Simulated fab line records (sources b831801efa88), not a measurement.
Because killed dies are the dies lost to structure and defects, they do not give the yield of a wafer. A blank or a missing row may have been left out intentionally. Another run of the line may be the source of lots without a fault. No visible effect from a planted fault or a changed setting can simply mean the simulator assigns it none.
Problem report in the 8D (eight disciplines) form, filled by code || flow gf180mcu || the parts of the form that need people (team, actions taken, sign-off) are left out

## 1. THE PROBLEM
developer temp C at GF_POLY_GATE_DEVELOP_09 reads a mean of 20.36 C on 6 wafers of 2 lots; wafers without a fault read 21.02 C with a standard deviation of 0.1. That puts it -6.6 standard deviations away from the usual mean.
The step: develop time 60 s.
First seen on wafer L650.1, day 15 04:53, on litho track-01. Wafers with a number at this step in the record: 42, from 14 lots. By rule, "out" or "out of limits" means more than 4 standard deviations away from the usual mean. The other wafers with a number count as sound.

## 2. WHAT IT IS, AND WHAT IT ISN'T
{"question": "which readings at this step", "is": "developer temp C", "is not": "-"}
{"question": "which lots", "is": "L650, L651", "is not": "L630, L631, L632, L634, L636, L637, L639, L640, L641, L642, L643, L645"}
{"question": "which wafers of those lots", "is": "all that have a number", "is not": "-"}
{"question": "read on which tools", "is": "litho track-01", "is not": "litho track-03, litho track-04"}
{"question": "when", "is": "from day 15 04:53", "is not": "up to then (36 sound wafers)"}

## 3. SUSPECTS, AND WHAT RULES EACH OUT
Counting: a tool at any process step up to the reading remains a suspect when it ran all the lots that are out and ran no sound lot after the first of those.
- litho track-01 at GF_POLY_GATE_DEVELOP_09 (develop time 60 s): kept. All lots that are out passed through it, beginning with L650 at day 15 04:53, and no sound lot followed; its final sound lot before that point was L632 at day 9 19:37. Its own developer temp C readings are out on those wafers.
The count leaves litho track-01 at GF_POLY_GATE_DEVELOP_09.

## 4. THE CAUSE (what the simulator had put in)
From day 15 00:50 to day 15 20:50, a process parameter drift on litho track-01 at GF_POLY_GATE_DEVELOP_09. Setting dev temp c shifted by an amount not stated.
Only this tool survived the counting.

## 5. THE EFFECT CHAIN, in route order
Rows list readings where the struck wafers' mean (over those with a number) sits beyond 3 standard deviations from the usual. Scope: only readings with a usual standard deviation given in the record; hours: median across lots of the time from each lot's start at the first step in this table that gives one to its start at this step; sigmas: change in usual standard deviations.
{"hours": 0, "step": "GF_POLY_GATE_DEVELOP_09", "reading": "developer temp C", "usual": "21.02 C", "on struck wafers": 20.36, "change": -0.66, "sigmas": -6.6}
The process steps in it:
- GF_POLY_GATE_DEVELOP_09: develop time 60 s.
Later steps that measure or inspect, where all struck wafers having a row at the step show a number for every such reading and not one has moved that far: GF_M1_THK_MEAS_06.

## 6. HOW IT WOULD HAVE BEEN CAUGHT EARLIER
In this record no reading fell out of limits until day 15 04:53, 4 hours after the fault had begun at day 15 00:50.
